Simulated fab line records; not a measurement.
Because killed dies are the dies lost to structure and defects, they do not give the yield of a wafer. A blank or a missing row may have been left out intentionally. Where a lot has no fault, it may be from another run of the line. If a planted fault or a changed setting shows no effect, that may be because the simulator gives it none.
Matching of chambers    flow gf180mcu    cmp-01 running GF_STI_CMP_25: 4 sister chambers
The step polishes, stops on Si3N4, t overpolish 33 s, target thk 524.6 nm. 4 wafers are shown with their chamber, then 8 later ones without.

## WAFERS WITH THEIR CHAMBER
wafer   chamber  motor_current_A (A)
L535.4  1        13.5
L539.1  0        11.3
L539.5  2        14.5
L539.6  3        12.6

## WAFERS MISSING THEIR CHAMBER
wafer   motor_current_A (A)
L540.1  13.1
L540.2  11.8
L540.4  13.8
L542.2  13.9
L542.4  11.1
L542.6  12.2
L544.4  12.9
L544.6  13.2

## EACH ONE'S CHAMBER
wafer   from the rows above      in truth
L540.1  can't be placed: 1 or 3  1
L540.2  can't be placed: 0 or 3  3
L540.4  can't be placed: 1 or 2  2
L542.2  can't be placed: 1 or 2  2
L542.4  0                        0
L542.6  can't be placed: 3 or 0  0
L544.4  can't be placed: 3 or 1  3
L544.6  can't be placed: 1 or 3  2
Placed correctly: 1 of 8. These rows do not allow placing 7 (true chamber among the candidates in 6). 0 placed wrongly.
How it was worked out, from the rows above alone: a wafer's distance from a chamber is the root of the sum, over the readings, of the square of ((its reading less the chamber's mean) divided by the reading's scatter). The wafer belongs to the nearest chamber; if the next one is less than 2 further off, it can't be placed. Each chamber's mean is taken over the wafers shown for it. The scatter: with one shown wafer a chamber, the root of the mean of the squares of how far each hidden wafer lies from its nearest shown one.
